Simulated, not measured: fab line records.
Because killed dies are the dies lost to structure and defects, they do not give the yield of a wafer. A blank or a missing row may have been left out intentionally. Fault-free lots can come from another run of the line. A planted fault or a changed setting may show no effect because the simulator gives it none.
Split-lot experiment :: flow sky130 :: 27 wafers read from 5 lots, route of 708 steps

== THE SPLIT ITSELF ==
At SKY_METAL5_SPUTTER_03 (material Ti, target thk 5 nm, time 3.3 s), the setting timeS was moved away from the recipe's 3.3 s on 12 of the 27 wafers read, by -48.5% to +30.0%. The other wafers ran this setting at the recipe's value.

Reading taken at the split's own step.

== THE READING ==
Ti_of_METAL5_SPUTTER_03.thkNm (the simulator's own value, which no gauge read), in nm, at SKY_METAL5_SPUTTER_03 (material Ti, target thk 5 nm, time 3.3 s). There is no usual value for it anywhere in the file. Across the 15 wafers here that went through the recipe, the average is 5.002 nm and the standard deviation 0.15 nm.

wafer: L077.2
tool, chamber at the split: pvdSputter-02, -
timeS as run, s: 3.3
against the recipe: recipe
Ti_of_METAL5_SPUTTER_03.thkNm, nm: 4.959
against lot-mates on the recipe: -

wafer: L077.5
tool, chamber at the split: pvdSputter-02, -
timeS as run, s: 3.3
against the recipe: recipe
Ti_of_METAL5_SPUTTER_03.thkNm, nm: 5.073
against lot-mates on the recipe: -

wafer: L077.6
tool, chamber at the split: pvdSputter-02, -
timeS as run, s: 3.3
against the recipe: recipe
Ti_of_METAL5_SPUTTER_03.thkNm, nm: 4.976
against lot-mates on the recipe: -

wafer: L078.1
tool, chamber at the split: pvdSputter-03, -
timeS as run, s: 3.3
against the recipe: recipe
Ti_of_METAL5_SPUTTER_03.thkNm, nm: 4.746
against lot-mates on the recipe: -

wafer: L078.2
tool, chamber at the split: pvdSputter-03, -
timeS as run, s: 3.3
against the recipe: recipe
Ti_of_METAL5_SPUTTER_03.thkNm, nm: 4.62
against lot-mates on the recipe: -

wafer: L078.3
tool, chamber at the split: pvdSputter-03, -
timeS as run, s: 2.112
against the recipe: -36.0%
Ti_of_METAL5_SPUTTER_03.thkNm, nm: 3.172
against lot-mates on the recipe: -1.622

wafer: L078.4
tool, chamber at the split: pvdSputter-03, -
timeS as run, s: 2.112
against the recipe: -36.0%
Ti_of_METAL5_SPUTTER_03.thkNm, nm: 3.026
against lot-mates on the recipe: -1.768

wafer: L078.5
tool, chamber at the split: pvdSputter-03, -
timeS as run, s: 3.3
against the recipe: recipe
Ti_of_METAL5_SPUTTER_03.thkNm, nm: 5.017
against lot-mates on the recipe: -

wafer: L078.6
tool, chamber at the split: pvdSputter-03, -
timeS as run, s: 2.112
against the recipe: -36.0%
Ti_of_METAL5_SPUTTER_03.thkNm, nm: 2.783
against lot-mates on the recipe: -2.011

wafer: L079.1
tool, chamber at the split: pvdSputter-01, -
timeS as run, s: 3.3
against the recipe: recipe
Ti_of_METAL5_SPUTTER_03.thkNm, nm: 5.068
against lot-mates on the recipe: -

wafer: L079.2
tool, chamber at the split: pvdSputter-01, -
timeS as run, s: 3.3
against the recipe: recipe
Ti_of_METAL5_SPUTTER_03.thkNm, nm: 5.116
against lot-mates on the recipe: -

wafer: L079.3
tool, chamber at the split: pvdSputter-01, -
timeS as run, s: 1.7
against the recipe: -48.5%
Ti_of_METAL5_SPUTTER_03.thkNm, nm: 2.554
against lot-mates on the recipe: -2.542

wafer: L079.4
tool, chamber at the split: pvdSputter-01, -
timeS as run, s: 3.3
against the recipe: recipe
Ti_of_METAL5_SPUTTER_03.thkNm, nm: 5.104
against lot-mates on the recipe: -

wafer: L079.5
tool, chamber at the split: pvdSputter-01, -
timeS as run, s: 1.7
against the recipe: -48.5%
Ti_of_METAL5_SPUTTER_03.thkNm, nm: 2.555
against lot-mates on the recipe: -2.541

wafer: L079.6
tool, chamber at the split: pvdSputter-01, -
timeS as run, s: 1.7
against the recipe: -48.5%
Ti_of_METAL5_SPUTTER_03.thkNm, nm: 2.633
against lot-mates on the recipe: -2.463

wafer: L083.1
tool, chamber at the split: pvdSputter-01, -
timeS as run, s: 4.291
against the recipe: +30.0%
Ti_of_METAL5_SPUTTER_03.thkNm, nm: 6.637
against lot-mates on the recipe: +1.468

wafer: L083.2
tool, chamber at the split: pvdSputter-01, -
timeS as run, s: 3.3
against the recipe: recipe
Ti_of_METAL5_SPUTTER_03.thkNm, nm: 5.153
against lot-mates on the recipe: -

wafer: L083.3
tool, chamber at the split: pvdSputter-01, -
timeS as run, s: 4.291
against the recipe: +30.0%
Ti_of_METAL5_SPUTTER_03.thkNm, nm: 6.581
against lot-mates on the recipe: +1.412

wafer: L083.4
tool, chamber at the split: pvdSputter-01, -
timeS as run, s: 4.291
against the recipe: +30.0%
Ti_of_METAL5_SPUTTER_03.thkNm, nm: 6.787
against lot-mates on the recipe: +1.618

wafer: L083.5
tool, chamber at the split: pvdSputter-01, -
timeS as run, s: 3.3
against the recipe: recipe
Ti_of_METAL5_SPUTTER_03.thkNm, nm: 5.19
against lot-mates on the recipe: -

wafer: L083.6
tool, chamber at the split: pvdSputter-01, -
timeS as run, s: 3.3
against the recipe: recipe
Ti_of_METAL5_SPUTTER_03.thkNm, nm: 5.164
against lot-mates on the recipe: -

wafer: L085.1
tool, chamber at the split: pvdSputter-02, -
timeS as run, s: 3.3
against the recipe: recipe
Ti_of_METAL5_SPUTTER_03.thkNm, nm: 4.992
against lot-mates on the recipe: -

wafer: L085.2
tool, chamber at the split: pvdSputter-02, -
timeS as run, s: 3.3
against the recipe: recipe
Ti_of_METAL5_SPUTTER_03.thkNm, nm: 4.89
against lot-mates on the recipe: -

wafer: L085.3
tool, chamber at the split: pvdSputter-02, -
timeS as run, s: 1.905
against the recipe: -42.3%
Ti_of_METAL5_SPUTTER_03.thkNm, nm: 2.882
against lot-mates on the recipe: -2.065

wafer: L085.4
tool, chamber at the split: pvdSputter-02, -
timeS as run, s: 1.905
against the recipe: -42.3%
Ti_of_METAL5_SPUTTER_03.thkNm, nm: 2.876
against lot-mates on the recipe: -2.071

wafer: L085.5
tool, chamber at the split: pvdSputter-02, -
timeS as run, s: 1.905
against the recipe: -42.3%
Ti_of_METAL5_SPUTTER_03.thkNm, nm: 3.002
against lot-mates on the recipe: -1.945

wafer: L085.6
tool, chamber at the split: pvdSputter-02, -
timeS as run, s: 3.3
against the recipe: recipe
Ti_of_METAL5_SPUTTER_03.thkNm, nm: 4.958
against lot-mates on the recipe: -

THE FIT
A straight line over all 27 wafers: Ti_of_METAL5_SPUTTER_03.thkNm changes by +0.0521 nm for each +1% of timeS; r = +0.99; the points scatter about the line by 0.16 nm.
The same after taking each lot's own level away (the mean of its wafers on the recipe; 27 wafers): +0.0501 nm for each +1%; r = +1.00; scatter 0.1 nm.
That fit puts the effect of the largest move of timeS on the reading at 2.4 nm.
Across the lots, their own levels run from 4.7943 to 5.1690 nm, a range of 2.5 times the standard deviation given above.
Hence the lot-to-lot level has little effect on the slope; both slopes agree.
Check: for one of the wafers moved furthest among these (-48.5%), held out of the fit, the line's prediction against its lot-mates is -2.41 nm. It came out at -2.54 nm against them.

== OTHER SPLITS ON THESE WAFERS ==
These wafers also went through other splits before the reading. Each is held against what the fit with the lots' levels taken away leaves over:
other split on the same wafers: SKY_METAL4_SPUTTER_02 timeS
wafers away from the commonest value: 9
r with Ti_of_METAL5_SPUTTER_03.thkNm (lot level and that fit taken away): -0.26

== THE FILE'S OWN FIT ==
Ti_of_METAL5_SPUTTER_03.thkNm changes by +0.0501 nm for each +1% of timeS, r = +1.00.
